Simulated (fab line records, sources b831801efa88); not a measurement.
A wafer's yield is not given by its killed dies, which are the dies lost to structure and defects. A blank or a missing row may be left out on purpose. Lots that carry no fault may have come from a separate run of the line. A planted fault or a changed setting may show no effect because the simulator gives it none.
What tool caused it? || flow gf180mcu || 12 lots with 36 wafers sampled at 5 steps, on a route of 602 steps

== WHAT THE GAUGES READ, wafer by wafer ==
GF_M4_CD_MEAS_14: target cd 280 nm. Usual: 280.3 nm for cdNm, sd 1.1.
{"lot": "L525", "measured": "day 23 06:46", "on": "cdSem-02", "cdNm (nm)": "281.5 281.7 281.5", "flag": ""}
{"lot": "L526", "measured": "day 23 15:05", "on": "cdSem-01", "cdNm (nm)": "280.4 280.6 278.8", "flag": ""}
{"lot": "L527", "measured": "day 24 01:13", "on": "cdSem-01", "cdNm (nm)": "280.6 280.4 280.0", "flag": ""}
{"lot": "L528", "measured": "day 24 11:37", "on": "cdSem-02", "cdNm (nm)": "280.8 279.0 280.9", "flag": ""}
{"lot": "L529", "measured": "day 24 18:23", "on": "cdSem-02", "cdNm (nm)": "279.2 279.3 280.8", "flag": ""}
{"lot": "L530", "measured": "day 25 03:52", "on": "cdSem-02", "cdNm (nm)": "281.1 281.2 282.2", "flag": ""}
{"lot": "L531", "measured": "day 25 11:33", "on": "cdSem-01", "cdNm (nm)": "280.7 280.5 281.4", "flag": ""}
{"lot": "L532", "measured": "day 25 21:33", "on": "cdSem-01", "cdNm (nm)": "278.7 279.0 279.4", "flag": ""}
{"lot": "L533", "measured": "day 26 08:14", "on": "cdSem-01", "cdNm (nm)": "282.1 283.4 282.7", "flag": ""}
{"lot": "L534", "measured": "day 26 15:11", "on": "cdSem-02", "cdNm (nm)": "280.4 280.7 280.4", "flag": ""}
{"lot": "L542", "measured": "day 28 22:03", "on": "cdSem-01", "cdNm (nm)": "275.2 275.5 275.8", "flag": "OFF"}
{"lot": "L545", "measured": "day 29 17:09", "on": "cdSem-01", "cdNm (nm)": "279.2 279.7 279.5", "flag": ""}

GF_V4_THK_MEAS_01. Usual: V4_CVD_00_THK typically reads 599 nm, with standard deviation 7.5.
{"lot": "L525", "measured": "day 23 07:38", "on": "filmMetro-04", "V4_CVD_00_THK (nm)": "604 595 601", "flag": ""}
{"lot": "L526", "measured": "day 23 15:59", "on": "filmMetro-03", "V4_CVD_00_THK (nm)": "595 598 593", "flag": ""}
{"lot": "L527", "measured": "day 24 02:05", "on": "filmMetro-01", "V4_CVD_00_THK (nm)": "610 610 610", "flag": ""}
{"lot": "L528", "measured": "day 24 12:31", "on": "filmMetro-03", "V4_CVD_00_THK (nm)": "614 594 607", "flag": ""}
{"lot": "L529", "measured": "day 24 19:23", "on": "filmMetro-04", "V4_CVD_00_THK (nm)": "604 595 595", "flag": ""}
{"lot": "L530", "measured": "day 25 04:52", "on": "filmMetro-03", "V4_CVD_00_THK (nm)": "605 600 606", "flag": ""}
{"lot": "L531", "measured": "day 25 12:27", "on": "filmMetro-03", "V4_CVD_00_THK (nm)": "608 598 601", "flag": ""}
{"lot": "L532", "measured": "day 25 22:32", "on": "filmMetro-04", "V4_CVD_00_THK (nm)": "601 602 604", "flag": ""}
{"lot": "L533", "measured": "day 26 09:06", "on": "filmMetro-01", "V4_CVD_00_THK (nm)": "586 593 596", "flag": ""}
{"lot": "L534", "measured": "day 26 16:05", "on": "filmMetro-03", "V4_CVD_00_THK (nm)": "603 599 600", "flag": ""}
{"lot": "L542", "measured": "day 28 22:55", "on": "filmMetro-04", "V4_CVD_00_THK (nm)": "589 603 593", "flag": ""}
{"lot": "L545", "measured": "day 29 18:01", "on": "filmMetro-03", "V4_CVD_00_THK (nm)": "609 605 597", "flag": ""}

== EACH LOT AND THE TOOL THAT RAN IT (in order: tool; ch and the chambers of the sampled wafers; start) ==
{"lot": "L525", "GF_V3_SPUTTER_22": "pvdSputter-03, day 22 07:32", "GF_M4_SPUTTER_00": "pvdSputter-01, day 22 08:10", "GF_M4_SPUTTER_01": "pvdSputter-01, day 22 08:16"}
{"lot": "L526", "GF_V3_SPUTTER_22": "pvdSputter-03, day 22 15:17", "GF_M4_SPUTTER_00": "pvdSputter-03, day 22 15:55", "GF_M4_SPUTTER_01": "pvdSputter-03, day 22 16:01"}
{"lot": "L527", "GF_V3_SPUTTER_22": "pvdSputter-01, day 23 02:38", "GF_M4_SPUTTER_00": "pvdSputter-02, day 23 03:16", "GF_M4_SPUTTER_01": "pvdSputter-02, day 23 03:22"}
{"lot": "L528", "GF_V3_SPUTTER_22": "pvdSputter-03, day 23 12:26", "GF_M4_SPUTTER_00": "pvdSputter-01, day 23 13:04", "GF_M4_SPUTTER_01": "pvdSputter-01, day 23 13:10"}
{"lot": "L529", "GF_V3_SPUTTER_22": "pvdSputter-01, day 23 19:40", "GF_M4_SPUTTER_00": "pvdSputter-02, day 23 20:18", "GF_M4_SPUTTER_01": "pvdSputter-02, day 23 20:24"}
{"lot": "L530", "GF_V3_SPUTTER_22": "pvdSputter-04, day 24 05:14", "GF_M4_SPUTTER_00": "pvdSputter-01, day 24 05:52", "GF_M4_SPUTTER_01": "pvdSputter-01, day 24 05:58"}
{"lot": "L531", "GF_V3_SPUTTER_22": "pvdSputter-01, day 24 13:50", "GF_M4_SPUTTER_00": "pvdSputter-02, day 24 14:28", "GF_M4_SPUTTER_01": "pvdSputter-02, day 24 14:34"}
{"lot": "L532", "GF_V3_SPUTTER_22": "pvdSputter-01, day 25 00:05", "GF_M4_SPUTTER_00": "pvdSputter-03, day 25 00:44", "GF_M4_SPUTTER_01": "pvdSputter-03, day 25 00:50"}
{"lot": "L533", "GF_V3_SPUTTER_22": "pvdSputter-01, day 25 10:35", "GF_M4_SPUTTER_00": "pvdSputter-01, day 25 11:14", "GF_M4_SPUTTER_01": "pvdSputter-01, day 25 11:20"}
{"lot": "L534", "GF_V3_SPUTTER_22": "pvdSputter-04, day 25 17:05", "GF_M4_SPUTTER_00": "pvdSputter-01, day 25 17:43", "GF_M4_SPUTTER_01": "pvdSputter-01, day 25 17:50"}
{"lot": "L542", "GF_V3_SPUTTER_22": "pvdSputter-04, day 28 02:17", "GF_M4_SPUTTER_00": "pvdSputter-01, day 28 02:56", "GF_M4_SPUTTER_01": "pvdSputter-01, day 28 03:02"}
{"lot": "L545", "GF_V3_SPUTTER_22": "pvdSputter-03, day 28 21:29", "GF_M4_SPUTTER_00": "pvdSputter-03, day 28 22:07", "GF_M4_SPUTTER_01": "pvdSputter-03, day 28 22:13"}
- GF_V3_SPUTTER_22: material TiN, target thk 10 nm, time 40 s.
- GF_M4_SPUTTER_00: material Ti, target thk 37.5 nm, time 150 s.
- GF_M4_SPUTTER_01: material TiN, target thk 30 nm, time 25 s.

== AS READ BY THE TOOLS THEMSELVES (means over the sampled wafers that have a number; for cases with no such wafer, the mark the record gives instead) ==
GF_V3_SPUTTER_22. Usual: cathodeDcPowerW 4000.1 W, standard deviation 0.75; throttleValvePct 30.0 %, standard deviation 0.96.
{"lot": "L525", "tool": "pvdSputter-03", "cathodeDcPowerW (W)": 4000.6, "throttleValvePct (%)": 30.5, "flag": ""}
{"lot": "L526", "tool": "pvdSputter-03", "cathodeDcPowerW (W)": 3999.6, "throttleValvePct (%)": 30.1, "flag": ""}
{"lot": "L527", "tool": "pvdSputter-01", "cathodeDcPowerW (W)": 4000.4, "throttleValvePct (%)": 29.6, "flag": ""}
{"lot": "L528", "tool": "pvdSputter-03", "cathodeDcPowerW (W)": 4000.8, "throttleValvePct (%)": 30.3, "flag": ""}
{"lot": "L529", "tool": "pvdSputter-01", "cathodeDcPowerW (W)": 4000.6, "throttleValvePct (%)": 29.2, "flag": ""}
{"lot": "L530", "tool": "pvdSputter-04", "cathodeDcPowerW (W)": 3999.4, "throttleValvePct (%)": 30.7, "flag": ""}
{"lot": "L531", "tool": "pvdSputter-01", "cathodeDcPowerW (W)": 4000.2, "throttleValvePct (%)": 29.7, "flag": ""}
{"lot": "L532", "tool": "pvdSputter-01", "cathodeDcPowerW (W)": 4000.6, "throttleValvePct (%)": 30.1, "flag": ""}
{"lot": "L533", "tool": "pvdSputter-01", "cathodeDcPowerW (W)": 3999.8, "throttleValvePct (%)": 29.5, "flag": ""}
{"lot": "L534", "tool": "pvdSputter-04", "cathodeDcPowerW (W)": 4000.3, "throttleValvePct (%)": 29.7, "flag": ""}
{"lot": "L542", "tool": "pvdSputter-04", "cathodeDcPowerW (W)": 4000.4, "throttleValvePct (%)": 30.4, "flag": ""}
{"lot": "L545", "tool": "pvdSputter-03", "cathodeDcPowerW (W)": 4000.1, "throttleValvePct (%)": 30.1, "flag": ""}

GF_M4_SPUTTER_00. Usual: cathodeDcPowerW 3999.9 W, standard deviation 0.71; throttleValvePct 29.7 %, standard deviation 0.96.
{"lot": "L525", "tool": "pvdSputter-01", "cathodeDcPowerW (W)": 4000.0, "throttleValvePct (%)": 29.8, "flag": ""}
{"lot": "L526", "tool": "pvdSputter-03", "cathodeDcPowerW (W)": 4000.3, "throttleValvePct (%)": 31.2, "flag": ""}
{"lot": "L527", "tool": "pvdSputter-02", "cathodeDcPowerW (W)": 4000.3, "throttleValvePct (%)": 29.7, "flag": ""}
{"lot": "L528", "tool": "pvdSputter-01", "cathodeDcPowerW (W)": 4000.3, "throttleValvePct (%)": 29.8, "flag": ""}
{"lot": "L529", "tool": "pvdSputter-02", "cathodeDcPowerW (W)": 4000.2, "throttleValvePct (%)": 28.6, "flag": ""}
{"lot": "L530", "tool": "pvdSputter-01", "cathodeDcPowerW (W)": 3999.9, "throttleValvePct (%)": 29.0, "flag": ""}
{"lot": "L531", "tool": "pvdSputter-02", "cathodeDcPowerW (W)": 3999.5, "throttleValvePct (%)": 28.7, "flag": ""}
{"lot": "L532", "tool": "pvdSputter-03", "cathodeDcPowerW (W)": 4000.3, "throttleValvePct (%)": 30.4, "flag": ""}
{"lot": "L533", "tool": "pvdSputter-01", "cathodeDcPowerW (W)": 3999.5, "throttleValvePct (%)": 29.8, "flag": ""}
{"lot": "L534", "tool": "pvdSputter-01", "cathodeDcPowerW (W)": 3999.5, "throttleValvePct (%)": 29.4, "flag": ""}
{"lot": "L542", "tool": "pvdSputter-01", "cathodeDcPowerW (W)": 4000.2, "throttleValvePct (%)": 29.4, "flag": ""}
{"lot": "L545", "tool": "pvdSputter-03", "cathodeDcPowerW (W)": 4000.0, "throttleValvePct (%)": 29.9, "flag": ""}

GF_M4_SPUTTER_01. Usual: cathodeDcPowerW 6499.9 W, standard deviation 1.2; throttleValvePct 29.7 %, standard deviation 0.95.
{"lot": "L525", "tool": "pvdSputter-01", "cathodeDcPowerW (W)": 6500.1, "throttleValvePct (%)": 29.7, "flag": ""}
{"lot": "L526", "tool": "pvdSputter-03", "cathodeDcPowerW (W)": 6498.4, "throttleValvePct (%)": 31.1, "flag": ""}
{"lot": "L527", "tool": "pvdSputter-02", "cathodeDcPowerW (W)": 6500.4, "throttleValvePct (%)": 29.8, "flag": ""}
{"lot": "L528", "tool": "pvdSputter-01", "cathodeDcPowerW (W)": 6499.6, "throttleValvePct (%)": 29.6, "flag": ""}
{"lot": "L529", "tool": "pvdSputter-02", "cathodeDcPowerW (W)": 6500.5, "throttleValvePct (%)": 28.7, "flag": ""}
{"lot": "L530", "tool": "pvdSputter-01", "cathodeDcPowerW (W)": 6500.6, "throttleValvePct (%)": 29.1, "flag": ""}
{"lot": "L531", "tool": "pvdSputter-02", "cathodeDcPowerW (W)": 6499.1, "throttleValvePct (%)": 28.6, "flag": ""}
{"lot": "L532", "tool": "pvdSputter-03", "cathodeDcPowerW (W)": 6500.9, "throttleValvePct (%)": 30.2, "flag": ""}
{"lot": "L533", "tool": "pvdSputter-01", "cathodeDcPowerW (W)": 6499.6, "throttleValvePct (%)": 30.0, "flag": ""}
{"lot": "L534", "tool": "pvdSputter-01", "cathodeDcPowerW (W)": 6498.9, "throttleValvePct (%)": 29.3, "flag": ""}
{"lot": "L542", "tool": "pvdSputter-01", "cathodeDcPowerW (W)": 6499.9, "throttleValvePct (%)": 29.3, "flag": ""}
{"lot": "L545", "tool": "pvdSputter-03", "cathodeDcPowerW (W)": 6500.2, "throttleValvePct (%)": 30.1, "flag": ""}

== THE ANSWER, worked out from the rows above alone ==
Rule: lot off if the mean of its wafers having a number is beyond 3 standard deviations from the usual mean. A lot without any number at a reading at which 4 lots or more have one is off too. The other lots that the step has rows for count as sound. First the gauges in route order, then the tools' own readings, where a lot's mean is used as printed above. At the first step where some lot is off, the reading lying furthest off is the one used; lots without a number count as furthest.
Off: L542, at GF_M4_CD_MEAS_14 (cdNm).
If a tool, at a process step before that reading, ran all the lots that are off and no sound lot after the first of them, it fits. Gauges at GF_M4_CD_MEAS_14: tried the same way as those tools. Can't be told from this: 2 tools fit, pvdSputter-04 at GF_V3_SPUTTER_22, pvdSputter-01 at GF_M4_SPUTTER_00 and GF_M4_SPUTTER_01.

== WHAT THE SIMULATOR HAD INSERTED ==
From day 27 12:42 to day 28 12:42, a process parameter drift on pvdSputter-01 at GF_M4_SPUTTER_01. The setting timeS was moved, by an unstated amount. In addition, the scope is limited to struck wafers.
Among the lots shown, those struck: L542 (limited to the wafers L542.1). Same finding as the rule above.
